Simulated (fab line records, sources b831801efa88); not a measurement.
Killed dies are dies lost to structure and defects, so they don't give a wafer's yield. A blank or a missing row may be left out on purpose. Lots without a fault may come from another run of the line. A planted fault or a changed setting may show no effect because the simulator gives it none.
Which tool did it? | flow gf180mcu | 14 lots, 42 wafers sampled, at 4 steps of a route of 602

WHAT THE GAUGES READ, wafer by wafer
GF_STI_CD_MEAS_12: target cd 220 nm.
lot  | measured    | on        | cd_nm (nm)
L259 | day 2 04:17 | cd_sem-01 | 221.3 221.7 221.0
L261 | day 2 13:44 | cd_sem-01 | 217.2 219.2 218.7
L262 | day 2 17:29 | cd_sem-01 | 219.2 219.4 219.8
L263 | day 2 21:37 | cd_sem-01 | 219.3 219.5 219.8
L264 | day 3 02:59 | cd_sem-01 | 219.5 218.7 219.6
L265 | day 3 09:56 | cd_sem-01 | 219.4 220.0 219.1
L266 | day 3 13:09 | cd_sem-02 | 220.7 221.5 222.2
L267 | day 3 18:58 | cd_sem-01 | 222.2 220.8 222.0
L269 | day 4 05:04 | cd_sem-01 | 220.1 218.9 219.5
L274 | day 5 08:04 | cd_sem-02 | 217.7 219.3 218.3
L275 | day 5 19:44 | cd_sem-02 | 219.1 219.5 219.6
L279 | day 6 08:02 | cd_sem-01 | 217.7 218.3 218.8
L281 | day 6 18:35 | cd_sem-01 | 219.3 218.9 219.6
L282 | day 7 00:47 | cd_sem-02 | 219.7 220.3 219.8

GF_HV_LDD_CD_MEAS_31: target cd 400 nm.
lot  | measured     | on        | cd_nm (nm)
L259 | day 11 16:11 | cd_sem-02 | 400.0 404.1 399.9
L261 | day 12 06:20 | cd_sem-01 | 403.5 400.4 401.8
L262 | day 12 12:26 | cd_sem-02 | 395.7 396.5 396.6
L263 | day 12 22:31 | cd_sem-02 | 400.9 398.6 399.1
L264 | day 13 06:53 | cd_sem-01 | 399.5 396.9 397.4
L265 | day 13 13:10 | cd_sem-01 | 398.7 398.3 397.4
L266 | day 13 16:37 | cd_sem-01 | 401.8 400.8 400.4
L267 | day 14 00:18 | cd_sem-02 | 398.1 397.3 397.8
L269 | day 15 04:01 | cd_sem-02 | 399.4 401.1 399.8
L274 | day 16 18:23 | cd_sem-01 | 397.3 400.4 399.4
L275 | day 17 06:20 | cd_sem-01 | 400.5 400.1 397.7
L279 | day 18 02:34 | cd_sem-02 | 399.3 397.7 395.8
L281 | day 18 20:53 | cd_sem-01 | 401.0 400.4 399.4
L282 | day 19 09:07 | cd_sem-01 | 400.7 399.6 399.8

WHICH TOOL RAN EACH LOT (tool, then ch and the chambers of the sampled wafers, then the start)
lot  | GF_STI_WET_ETCH_28             | GF_VT_IMPLANT_STRIP_20
L259 | wet_bench-04 ch 2, day 2 07:13 | plasma_asher-04 ch 0, day 6 09:07
L261 | wet_bench-03 ch 2, day 2 16:38 | plasma_asher-02 ch 0,1, day 6 20:02
L262 | wet_bench-01 ch 2, day 2 20:24 | plasma_asher-01 ch 0,1, day 6 23:58
L263 | wet_bench-04 ch 2, day 3 01:16 | plasma_asher-02 ch 0,1, day 7 10:20
L264 | wet_bench-03 ch 2, day 3 05:52 | plasma_asher-04 ch 0,1, day 7 13:38
L265 | wet_bench-01 ch 1, day 3 12:53 | plasma_asher-01 ch 0,1, day 7 20:58
L266 | wet_bench-03 ch 0, day 3 16:01 | plasma_asher-02 ch 0,1, day 8 00:15
L267 | wet_bench-03 ch 1, day 3 21:54 | plasma_asher-02 ch 0,1, day 8 07:28
L269 | wet_bench-03 ch 1, day 4 11:48 | plasma_asher-04 ch 0,1, day 9 02:31
L274 | wet_bench-03 ch 3, day 5 11:02 | plasma_asher-02 ch 0,1, day 10 07:48
L275 | wet_bench-03 ch 3, day 5 22:37 | plasma_asher-02 ch 0,1, day 10 19:49
L279 | wet_bench-01 ch 0, day 6 11:16 | plasma_asher-01 ch 0,1, day 11 13:09
L281 | wet_bench-04 ch 2, day 6 21:30 | plasma_asher-04 ch 0,1, day 12 00:43
L282 | wet_bench-01 ch 0, day 7 05:45 | plasma_asher-02 ch 0,1, day 12 13:48
- GF_STI_WET_ETCH_28: etches SiO2 in dHF, target depth 20 nm, time 40 s.
- GF_VT_IMPLANT_STRIP_20: strips in O2/N2.

WHAT THE TOOLS THEMSELVES READ (means of the sampled wafers that have a number; where no wafer has one, the mark that the record gives instead)
GF_STI_WET_ETCH_28.
lot  | tool         | run_length_s (s)
L259 | wet_bench-04 | 66.9
L261 | wet_bench-03 | 67.4
L262 | wet_bench-01 | 66.4
L263 | wet_bench-04 | 72.2
L264 | wet_bench-03 | 73.5
L265 | wet_bench-01 | 65.9
L266 | wet_bench-03 | 73.3
L267 | wet_bench-03 | 72.3
L269 | wet_bench-03 | 67.3
L274 | wet_bench-03 | 42.3
L275 | wet_bench-03 | 42.7
L279 | wet_bench-01 | 66.6
L281 | wet_bench-04 | 65.6
L282 | wet_bench-01 | 72.2

GF_VT_IMPLANT_STRIP_20.
lot  | tool            | drypump_motor_current_A (A) | heater_power_w (W) | o2_flow_sccm (sccm) | oes_product_au (a.u.) | strip_time_to_endpoint_s (s)
L259 | plasma_asher-04 | 5.2                         | 301                | 3000                | 0.717                 | 12.68
L261 | plasma_asher-02 | 6.3                         | 319                | 3004                | 0.717                 | 12.64
L262 | plasma_asher-01 | 5.6                         | 329                | 2998                | 0.717                 | 12.61
L263 | plasma_asher-02 | 6.3                         | 342                | 3002                | 0.717                 | 12.62
L264 | plasma_asher-04 | 5.3                         | 307                | 3003                | 0.716                 | 12.69
L265 | plasma_asher-01 | 5.5                         | 336                | 2994                | 0.712                 | 12.62
L266 | plasma_asher-02 | 6.3                         | 323                | 2998                | 0.719                 | 12.66
L267 | plasma_asher-02 | 6.4                         | 338                | 2993                | 0.717                 | 12.66
L269 | plasma_asher-04 | 5.3                         | 307                | 3000                | 0.714                 | 12.67
L274 | plasma_asher-02 | 6.4                         | 341                | 2999                | 0.717                 | 12.67
L275 | plasma_asher-02 | 6.3                         | 337                | 3002                | 0.713                 | 12.67
L279 | plasma_asher-01 | 5.6                         | 367                | 2999                | 0.719                 | 12.69
L281 | plasma_asher-04 | 5.3                         | 305                | 3002                | 0.716                 | 12.62
L282 | plasma_asher-02 | 6.3                         | 340                | 3008                | 0.717                 | 12.60

THE ANSWER, worked out from the rows above alone
Rule: what is usual is taken from the lots themselves. Put in order of their means at a reading, lots are off if they are a third of the lots or fewer, leave a main group of 4 or more, and stand apart from it by a gap of 3 or more times the standard deviation of the main group's means; of several such gaps the widest counts. A main group whose means are all the same, to the digits that the tables above print for the reading, isn't used. A lot without any number at a reading at which 4 lots or more have one is off too. The other lots that the step has rows for count as sound. The gauges are gone through in route order, then the tools' own readings, and for those a lot's mean is taken as printed above. The first step at which some lot is off is used, and at that step the reading that is off furthest; a lot without a number counts as furthest.
Off: L274, L275, at GF_STI_WET_ETCH_28 (run_length_s). The main group: mean 69.1 s, standard deviation 3.1.
A tool fits if, at that step or a process step before it, it ran every lot that is off, and no sound lot after the first of them. One fits: wet_bench-03 at GF_STI_WET_ETCH_28. Its last sound lot is L269 (day 4 11:48), its first lot that is off L274 (day 5 11:02): a fault that began between those two fits.
The tool's own readings at GF_STI_WET_ETCH_28 bear it out: on the lots that are off they differ by more than 5 times the standard deviation of the sound lots' means. run_length_s reads 42.5 s there against 69.1 s on the sound lots.

WHAT THE SIMULATOR HAD PUT IN
Process parameter drift: wet_bench-03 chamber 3, from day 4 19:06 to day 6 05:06, at GF_STI_WET_ETCH_28. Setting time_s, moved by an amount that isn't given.
Lots struck among those shown: L274, L275. The rule above found the same.
